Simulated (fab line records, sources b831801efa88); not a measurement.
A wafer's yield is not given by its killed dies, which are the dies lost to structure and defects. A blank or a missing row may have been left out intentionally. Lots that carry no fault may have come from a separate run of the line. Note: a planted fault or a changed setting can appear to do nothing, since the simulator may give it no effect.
Matching of chambers | flow gf180mcu | cmp-02 running GF_V4_CMP_04: 4 sister chambers
The step polishes SiO2. 14 wafers are shown with their chamber, then 7 later ones without.

## WAFERS, EACH WITH ITS CHAMBER
wafer  | chamber | motor-current-A (A) | time-to-endpoint-s (s)
L248.1 | 3       | 15.3                | 78
L248.2 | 1       | 10.3                | 80
L248.4 | 2       | 11.7                | 80
L252.2 | 2       | 11.4                | 77
L252.5 | 3       | 14.9                | 80
L252.6 | 0       | 11.1                | 81
L254.2 | 0       | 11.2                | 84
L254.5 | 3       | 15.4                | 87
L254.6 | 0       | 11.5                | 92
L265.1 | 3       | 15.5                | 80
L265.3 | 0       | 11.4                | 79
L265.4 | 2       | 11.7                | 87
L267.1 | 1       | 10.4                | 78
L267.2 | 2       | 12.0                | 74

SIGNATURES, as means of the wafers listed above
reading            | chamber 0 | chamber 1 | chamber 2 | chamber 3 | scatter within a chamber
motor-current-A    | 11.300    | 10.350    | 11.700    | 15.275    | 0.222
time-to-endpoint-s | 84.00     | 79.00     | 79.50     | 81.25     | 4.9
Rule: for each reading, subtract the chamber's mean from the wafer's reading, divide by that reading's scatter and square the result; add these up over the readings and take the root, which gives the wafer's distance from the chamber. The wafer belongs to the nearest chamber; if the next one is less than 2 further off, it can't be placed. The scatter is the square root of a quotient: the sum, over the shown wafers, of each reading's squared deviation from its chamber's mean, divided by wafers minus chambers.

## WAFERS WHOSE CHAMBER IS MISSING
wafer  | motor-current-A (A) | time-to-endpoint-s (s)
L267.3 | 16.5                | 73
L268.1 | 11.1                | 78
L268.2 | 15.7                | 69
L268.5 | 11.8                | 82
L270.2 | 11.5                | 73
L270.3 | 11.5                | 79
L270.5 | 12.0                | 79

## CHAMBER TAKEN BY EACH
wafer  | from the rows above          | in truth
L267.3 | 3                            | 3
L268.1 | can't be placed: 0 or 2 or 1 | 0
L268.2 | 3                            | 3
L268.5 | can't be placed: 2 or 0      | 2
L270.2 | can't be placed: 2 or 0      | 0
L270.3 | can't be placed: 2 or 0      | 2
L270.5 | can't be placed: 2 or 0      | 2
Correctly placed: 2 of 7. From these rows, 5 cannot be placed; in 5 the true chamber is one of the candidates. 0 placed wrongly.
